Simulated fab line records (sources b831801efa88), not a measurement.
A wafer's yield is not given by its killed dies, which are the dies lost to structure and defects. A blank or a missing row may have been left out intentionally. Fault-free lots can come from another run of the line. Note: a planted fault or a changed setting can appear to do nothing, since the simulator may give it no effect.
Commonality check across tools || flow sky130 || 33 wafers sampled across 11 lots

WHY IT WAS OPENED
1 of 11 lots carry a flag on the reading SONOS_ONO_CVD_04_THK at SKY_SONOS_ONO_THK_MEAS_05. No-fault wafers: 5.70 nm, standard deviation 0.097.
Rule: a lot is flagged in two cases, either no wafer of it has a number, or all its wafers with numbers fall more than 4 standard deviations from that mean. All remaining lots are regarded as sound.

{"lot": "L235", "measured": "day 12 05:37", "on": "film-metro-04", "SONOS_ONO_CVD_04_THK (nm), wafer by wafer": "5.55 5.67 5.64", "flag": ""}
{"lot": "L237", "measured": "day 12 19:41", "on": "film-metro-01", "SONOS_ONO_CVD_04_THK (nm), wafer by wafer": "5.57 5.59 5.72", "flag": ""}
{"lot": "L238", "measured": "day 12 23:44", "on": "film-metro-04", "SONOS_ONO_CVD_04_THK (nm), wafer by wafer": "5.50 5.64 5.64", "flag": ""}
{"lot": "L240", "measured": "day 13 08:43", "on": "film-metro-04", "SONOS_ONO_CVD_04_THK (nm), wafer by wafer": "5.70 5.79 5.90", "flag": ""}
{"lot": "L241", "measured": "day 13 14:13", "on": "film-metro-04", "SONOS_ONO_CVD_04_THK (nm), wafer by wafer": "5.69 5.66 5.58", "flag": ""}
{"lot": "L242", "measured": "day 14 08:14", "on": "film-metro-04", "SONOS_ONO_CVD_04_THK (nm), wafer by wafer": "5.81 5.85 5.76", "flag": ""}
{"lot": "L243", "measured": "day 14 12:48", "on": "film-metro-01", "SONOS_ONO_CVD_04_THK (nm), wafer by wafer": "5.73 5.55 5.66", "flag": ""}
{"lot": "L244", "measured": "day 14 17:04", "on": "film-metro-02", "SONOS_ONO_CVD_04_THK (nm), wafer by wafer": "5.69 5.84 5.74", "flag": ""}
{"lot": "L246", "measured": "day 15 06:39", "on": "film-metro-02", "SONOS_ONO_CVD_04_THK (nm), wafer by wafer": "5.68 5.76 5.71", "flag": ""}
{"lot": "L250", "measured": "day 16 14:28", "on": "film-metro-02", "SONOS_ONO_CVD_04_THK (nm), wafer by wafer": "5.58 5.50 5.47", "flag": ""}
{"lot": "L254", "measured": "day 17 18:19", "on": "film-metro-02", "SONOS_ONO_CVD_04_THK (nm), wafer by wafer": "8.98 9.02 9.05", "flag": "FLAGGED"}
The numbers of the flagged lots are 9.02 nm on average: +3.32 nm against the usual, or +34 standard deviations.

WHICH TOOL RAN EACH LOT
The record keeps 1 process step preceding the reading, out of 708 steps on the route. Every cell lists first the tool, next ch and the chambers used by the sampled wafers, and last the start.
{"lot": "L235", "flag": "", "SKY_SONOS_ONO_CVD_04": "lpcvd-03 ch 1, day 12 04:21"}
{"lot": "L237", "flag": "", "SKY_SONOS_ONO_CVD_04": "lpcvd-03 ch 0, day 12 18:26"}
{"lot": "L238", "flag": "", "SKY_SONOS_ONO_CVD_04": "lpcvd-03 ch 0, day 12 22:29"}
{"lot": "L240", "flag": "", "SKY_SONOS_ONO_CVD_04": "lpcvd-03 ch 0, day 13 07:26"}
{"lot": "L241", "flag": "", "SKY_SONOS_ONO_CVD_04": "lpcvd-03 ch 0, day 13 12:57"}
{"lot": "L242", "flag": "", "SKY_SONOS_ONO_CVD_04": "lpcvd-03 ch 1, day 14 06:59"}
{"lot": "L243", "flag": "", "SKY_SONOS_ONO_CVD_04": "lpcvd-03 ch 0, day 14 11:33"}
{"lot": "L244", "flag": "", "SKY_SONOS_ONO_CVD_04": "lpcvd-03 ch 0, day 14 15:48"}
{"lot": "L246", "flag": "", "SKY_SONOS_ONO_CVD_04": "lpcvd-03 ch 1, day 15 05:24"}
{"lot": "L250", "flag": "", "SKY_SONOS_ONO_CVD_04": "lpcvd-03 ch 1, day 16 13:11"}
{"lot": "L254", "flag": "FLAGGED", "SKY_SONOS_ONO_CVD_04": "lpcvd-03 ch 0, day 17 17:04"}
What the steps here do:
- SKY_SONOS_ONO_CVD_04: deposits SiO2 from SiH4/N2O, target thk 5.7199 nm.
- SKY_SONOS_ONO_THK_MEAS_05

FLAGGED OVER TOTAL, TOOL BY TOOL (the gauges that took the reading come last)
{"step": "SKY_SONOS_ONO_CVD_04", "tool": "lpcvd-03", "lots run": 11, "flagged": 1, "share of the flagged lots": "all", "sound lots run after its first flagged lot": 0}
{"step": "SKY_SONOS_ONO_THK_MEAS_05", "tool": "film-metro-01", "lots run": 2, "flagged": 0, "share of the flagged lots": "none", "sound lots run after its first flagged lot": "-"}
{"step": "SKY_SONOS_ONO_THK_MEAS_05", "tool": "film-metro-02", "lots run": 4, "flagged": 1, "share of the flagged lots": "all", "sound lots run after its first flagged lot": 0}
{"step": "SKY_SONOS_ONO_THK_MEAS_05", "tool": "film-metro-04", "lots run": 5, "flagged": 0, "share of the flagged lots": "none", "sound lots run after its first flagged lot": "-"}

THE TABLE: WHAT IT ALLOWS
In 2 table rows, all flagged lots were run: lpcvd-03 (SKY_SONOS_ONO_CVD_04), film-metro-02 (SKY_SONOS_ONO_THK_MEAS_05).
- lpcvd-03 at SKY_SONOS_ONO_CVD_04 ran 11 lots, 1 of them flagged. It ran its last sound lot, L250, at day 16 13:11 and its first flagged lot, L254, at day 17 17:04: a fault with its onset between the two fits. Its own readings lie more than 4 standard deviations out on every wafer of the flagged lots: spike-tc-bottom-C, spike-tc-centre-C, spike-tc-lower-C, spike-tc-top-C, spike-tc-upper-C, susceptor-temp-C, zone-power-centre-pct.
- film-metro-02 at SKY_SONOS_ONO_THK_MEAS_05 ran 4 lots, 1 of them flagged. It ran its last sound lot, L250, at day 16 14:28 and its first flagged lot, L254, at day 17 18:19: a fault with its onset between the two fits.
Because each of these 2 tools fits a fault that began at some hour, counting lots does not separate them. More lots, or a look at what each step does to the wafer, might.

WHAT THE SIMULATOR HAD PUT IN
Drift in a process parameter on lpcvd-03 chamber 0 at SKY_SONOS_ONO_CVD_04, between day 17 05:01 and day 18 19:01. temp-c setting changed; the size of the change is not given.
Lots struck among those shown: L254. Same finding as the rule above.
